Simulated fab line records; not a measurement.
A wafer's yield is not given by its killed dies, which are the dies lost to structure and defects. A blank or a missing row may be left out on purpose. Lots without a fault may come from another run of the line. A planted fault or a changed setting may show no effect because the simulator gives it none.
Comparing a struck lot with a sound one + flow sky130 + 21 steps out of a route of 708
Sound: these wafers, L394.1, L394.2, L394.3. Wafers L398.1, L398.2, L398.6 were the ones struck. The cause is given at the end.
Each step with rows lists, per side, the tool, then ch with its chambers, then its first start. Under that, the readings that differ: sound wafers + struck wafers + difference of the means + sigmas: that difference in standard deviations of wafers without a fault.
alike: readings with means less than 2 such deviations apart, plus words and numbers identical on both sides. not compared: withheld readings, readings lacking a value on some wafer, bounds such as >300 that could conceal the same value, and numbers that have no deviation in the record and whose values overlap.
The two part at a step that has a row with sigmas, a row that says differs or no value, or rows on one side only. Numbers that don't overlap but have no deviation are shown without sigmas and don't part them. A reading missing from all wafers of one side parts the sides only when that side holds two or more wafers.

first, 1 step without rows for these wafers: SKY_GATE_OXIDE_DEVELOP_09 (develop time 60 s).
SKY_GATE_OXIDE_OVL_MEAS_10:
  sound: overlay-01 at day 15 05:47; struck: overlay-01 at day 16 13:23
  alike: GATE_OXIDE_OVL
then, 2 steps without rows for these wafers: SKY_GATE_OXIDE_IMPLANT_11; SKY_GATE_OXIDE_WET_ETCH_12 (etches SiO2 in dHF, target depth 16.8 nm, time 336 s).
SKY_GATE_OXIDE_STRIP_13: strips in O2/N2.
  sound on plasma_asher-02 ch 0,1, day 15 06:04; struck on plasma_asher-04 ch 0,1, day 16 13:40
  alike: chamber_pressure_mTorr, drypump_motor_current_A, oes_product_au, strip_time_to_endpoint_s
  not compared: rf_hours_counter_h
SKY_GATE_OXIDE_TW_MEAS_14:
  sound: film_metro-03 at day 15 06:10; struck: film_metro-02 at day 16 13:46
  alike: GATE_OXIDE_TW
then, 3 steps without rows for these wafers: SKY_GATE_OXIDE_CLEAN_15 (cleans in SC1/SC2, time 150 s); SKY_GATE_OXIDE_OXIDATION_16 (stabilise 600 s, purge 300 s, target thk 3.57 nm); SKY_POLY_GATE_CVD_00 (deposits poly-Si, target thk 180 nm, time 720 s).
SKY_POLY_GATE_THK_MEAS_01:
  sound: film_metro-04 at day 15 09:54; struck: film_metro-04 at day 16 17:04
  alike: POLY_GATE_CVD_00_THK
then, 2 steps without rows for these wafers: SKY_RES_PROTECT_DEHYDRATE_00 (time 60 s); SKY_RES_PROTECT_HMDS_01 (prime time 60 s).
SKY_RES_PROTECT_COAT_02: resist thk 1140 nm.
  sound on litho_track-03 ch 0, day 15 23:01; struck on litho_track-03 ch 0, day 17 06:46
| reading                                          | sound          | struck          | difference | sigmas |
|--------------------------------------------------|----------------|-----------------|------------|--------|
| model.NOVOLAK_of_RES_PROTECT_COAT_02.thk_nm (nm) | 1141 1144 1145 | 695.1 697.8 698 | -446.4     |        |
then, 3 steps without rows for these wafers: SKY_RES_PROTECT_SOFTBAKE_03 (time 60 s); SKY_RES_PROTECT_EXPOSE_04 (exposes mask RPM, target cd 1270 nm); SKY_RES_PROTECT_PEB_05.
SKY_RES_PROTECT_DEVELOP_06: develop time 60 s.
  sound on litho_track-04 ch 0, day 16 12:38; struck on litho_track-03 ch 0, day 17 21:31
| reading                                          | sound          | struck            | difference | sigmas |
|--------------------------------------------------|----------------|-------------------|------------|--------|
| model.NOVOLAK_of_RES_PROTECT_COAT_02.thk_nm (nm) | 1140 1143 1145 | 694.7 697.4 697.6 | -446.1     |        |
after that, 1 step had no rows for these wafers: SKY_POLY_GATE_IMPLANT_02.
SKY_RES_PROTECT_STRIP_07: strips in O2/N2.
  sound on plasma_asher-01 ch 0,1, day 16 12:56; struck on plasma_asher-02 ch 0,1, day 17 21:49
| reading                      | sound             | struck            | difference | sigmas      |
|------------------------------|-------------------|-------------------|------------|-------------|
| oes_product_au (a.u.)        | 0.522 0.527 0.523 | 0.465 0.457 0.465 | -0.062     | -13         |
| strip_time_to_endpoint_s (s) | 23.30 23.33 23.35 | 18.22 18.26 18.27 | -5.08      | -99 or more |
  alike: chamber_pressure_mTorr, drypump_motor_current_A
  not compared: rf_hours_counter_h
SKY_RES_PROTECT_TW_MEAS_08:
  sound: film_metro-03 at day 16 13:02; struck: film_metro-02 at day 17 21:55
  alike: POLY_GATE_TW
-- record jumps: 30 days separate the struck wafers' starts on either side; left off in module RES_PROTECT, taken up again in module PAD_OPEN, whose first shown step is the route's number 708 --
SKY_PAD_OPEN_PROBE_99:
  sound: prober-02 at day 47 01:11; struck: prober-02 at day 47 19:22
  alike: killed_at_M0_to_M3, killed_at_M4_up, killed_at_contacts, killed_at_front_end, killed_at_other, killed_dies, killed_open, killed_short

WHERE THEY PART
Only at SKY_RES_PROTECT_STRIP_07, within this record. Later steps at which nothing parts them and some readings are alike: SKY_RES_PROTECT_TW_MEAS_08, SKY_PAD_OPEN_PROBE_99.

WHY: what the simulator had put in
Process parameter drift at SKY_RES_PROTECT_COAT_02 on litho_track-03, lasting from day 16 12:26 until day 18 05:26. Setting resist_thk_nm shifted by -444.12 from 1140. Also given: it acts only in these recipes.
